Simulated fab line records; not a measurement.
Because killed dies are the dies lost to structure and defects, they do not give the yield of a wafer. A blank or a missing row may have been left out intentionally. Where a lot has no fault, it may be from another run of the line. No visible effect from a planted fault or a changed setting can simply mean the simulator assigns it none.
Struck lot and sound lot, side by side :: flow gf180mcu :: 16 steps out of a route of 602
Sound: wafers L865.1, L865.3, L865.6. The struck wafers were L858.1, L858.2, L858.4. Last of all comes the cause.
Per side, at each step with rows, come the tool, then ch with its chambers, and then its first start. Under that, the readings that differ: sound wafers :: struck wafers :: difference of the means :: sigmas: that difference in standard deviations of wafers without a fault.
alike: readings whose means differ by less than 2 such deviations, and words and numbers that are the same on both sides. not compared: withheld readings, readings that some wafer has no value for, bounds like >300 that may hide the same value, and numbers for which the record gives no deviation and whose values overlap.
A row with sigmas, a row that says differs or no value, or rows on one side alone: a step with any of these is where the two part. When numbers do not overlap yet have no deviation, they are printed without sigmas and do not part them. A reading missing from all wafers of one side parts the sides only when that side holds two or more wafers.

first, 4 steps without rows for these wafers: GF_CONTACT_SOFTBAKE_10 (time 60 s); GF_CONTACT_EXPOSE_11 (exposes mask Contact, target cd 220 nm); GF_CONTACT_PEB_12 (peb time 90 s); GF_CONTACT_DEVELOP_13 (develop time 60 s).
GF_CONTACT_CD_MEAS_14 targets a cd of 220 nm.
  struck on cd-sem-01, day 20 12:49; sound on cd-sem-01, day 23 00:31
  alike: cd-nm
GF_CONTACT_OVL_MEAS_15:
  struck on overlay-01, day 20 12:56; sound on overlay-01, day 23 00:38
  alike: CONTACT_OVL
GF_CONTACT_ETCH_16: etches BARC in N2/H2.
  sound on rie-diel-01 ch 2,3, day 23 00:40; struck on rie-diel-01 ch 0,2,3, day 20 12:59
  alike: drypump-motor-current-A, oes-product-au, throttle-valve-pct
GF_CONTACT_ETCH_17: etches SiO2 in C4F8/O2/Ar, stops on CoSi2, target depth 860 nm.
  sound: rie-diel-01 ch 2,3; struck: rie-diel-01 ch 0,2,3
  alike: oes-product-au
GF_CONTACT_STRIP_18: strips in O2/N2.
  sound on plasma-asher-03 ch 0, day 23 00:50; struck on plasma-asher-03 ch 0,1, day 20 13:08
  alike: drypump-motor-current-A, heater-power-w, oes-product-au
  not compared: rf-hours-counter-h
then, 3 steps without rows for these wafers: GF_CONTACT_CLEAN_19 (cleans in SPM); GF_CONTACT_CLEAN_20 (cleans in DIW); GF_CONTACT_CLEAN_21 (cleans in dHF, time 20 s).
GF_CONTACT_SPUTTER_22: material Ti, target thk 15 nm, time 80.02 s.
  struck on pvd-sputter-01, day 20 13:27; sound on pvd-sputter-01, day 23 01:08
  no value came back on the struck wafers for cathode-dc-power-W (W), chamber-pressure-pa (Pa), throttle-valve-pct (%); on the sound wafers cathode-dc-power-W (W) reads 2500.4 2500.6 2499.1
GF_CONTACT_SPUTTER_23: material TiN, target thk 10 nm, time 40 s.
  struck on pvd-sputter-01, day 20 13:31; sound on pvd-sputter-01, day 23 01:11
  alike: cathode-dc-power-W, chamber-pressure-pa, throttle-valve-pct
GF_CONTACT_CVD_24: deposits W, target thk 300 nm, time 90.339 s.
  sound on cvd-w-01 ch 0,1, day 23 01:14; struck on cvd-w-01 ch 0,1, day 20 13:33
  alike: heater-power-w
  not compared: since-wet-clean-h
-- the record jumps here: 12 days lie between the struck wafers' starts before and after (it left off in module CONTACT and takes up again in module PASSIVATION, whose first step shown is number 602 of the route) --
GF_PASSIVATION_PROBE_99:
  record: rows for the struck wafers here (prober-02, day 32 07:26), none for the sound ones

== WHERE THEY PART ==
Last at GF_PASSIVATION_PROBE_99 as far as this record goes, first at GF_CONTACT_SPUTTER_22.

WHY: the cause the simulator had injected
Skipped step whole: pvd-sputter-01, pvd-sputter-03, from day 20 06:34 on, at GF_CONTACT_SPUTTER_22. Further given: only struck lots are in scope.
